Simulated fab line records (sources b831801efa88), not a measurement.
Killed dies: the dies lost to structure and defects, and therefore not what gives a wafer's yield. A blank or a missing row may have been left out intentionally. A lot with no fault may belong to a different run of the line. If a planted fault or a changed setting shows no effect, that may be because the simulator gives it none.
Matching of chambers / flow gf180mcu / 4 sister chambers for GF_V2_CMP_26 on cmp-01
The step polishes, stops on SiO2, t overpolish 15 s, target thk 0 nm. 8 wafers are shown with their chamber, then 9 later ones without.

EACH WAFER AND ITS CHAMBER
wafer=L824.6; chamber=1; motor-current-A (A)=9.1; time-to-endpoint-s (s)=86.0
wafer=L825.2; chamber=1; motor-current-A (A)=9.5; time-to-endpoint-s (s)=84.2
wafer=L834.1; chamber=3; motor-current-A (A)=10.7; time-to-endpoint-s (s)=86.3
wafer=L834.4; chamber=0; motor-current-A (A)=10.6; time-to-endpoint-s (s)=90.2
wafer=L834.6; chamber=2; motor-current-A (A)=11.7; time-to-endpoint-s (s)=86.6
wafer=L836.4; chamber=2; motor-current-A (A)=11.1; time-to-endpoint-s (s)=87.9
wafer=L836.5; chamber=0; motor-current-A (A)=11.1; time-to-endpoint-s (s)=87.6
wafer=L836.6; chamber=3; motor-current-A (A)=11.1; time-to-endpoint-s (s)=86.4

WAFERS WITHOUT THEIR CHAMBER
wafer=L838.1; motor-current-A (A)=10.9; time-to-endpoint-s (s)=87.9
wafer=L838.3; motor-current-A (A)=9.0; time-to-endpoint-s (s)=86.8
wafer=L838.5; motor-current-A (A)=11.5; time-to-endpoint-s (s)=86.3
wafer=L839.3; motor-current-A (A)=9.4; time-to-endpoint-s (s)=86.0
wafer=L839.4; motor-current-A (A)=10.7; time-to-endpoint-s (s)=88.4
wafer=L839.5; motor-current-A (A)=9.1; time-to-endpoint-s (s)=89.0
wafer=L842.2; motor-current-A (A)=9.5; time-to-endpoint-s (s)=80.1
wafer=L842.3; motor-current-A (A)=10.3; time-to-endpoint-s (s)=82.3
wafer=L842.5; motor-current-A (A)=11.4; time-to-endpoint-s (s)=86.9

CHAMBER TAKEN BY EACH
wafer=L838.1; from the rows above=can't be placed: 0 or 3 or 2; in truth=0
wafer=L838.3; from the rows above=1; in truth=1
wafer=L838.5; from the rows above=can't be placed: 2 or 3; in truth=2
wafer=L839.3; from the rows above=1; in truth=1
wafer=L839.4; from the rows above=can't be placed: 0 or 3 or 2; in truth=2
wafer=L839.5; from the rows above=can't be placed: 1 or 0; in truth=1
wafer=L842.2; from the rows above=1; in truth=1
wafer=L842.3; from the rows above=can't be placed: 1 or 3 or 2 or 0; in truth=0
wafer=L842.5; from the rows above=can't be placed: 2 or 3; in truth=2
Correctly placed: 3 of 9. Unplaceable from these rows: 6, with the true chamber sitting among the candidates in 6. Placed wrongly: 0.
How it was worked out, from the rows above alone: a wafer's distance from a chamber is the root of the sum, over the readings, of the square of ((its reading less the chamber's mean) divided by the reading's scatter). If the next closest chamber is less than 2 further off than the closest, the wafer can't be placed; otherwise it belongs to the closest. A chamber's mean is the mean of its shown wafers. How the scatter is found: for the shown wafers, subtract from each reading the mean of its chamber, square and add these, divide the total by (wafers less chambers), then take the root.
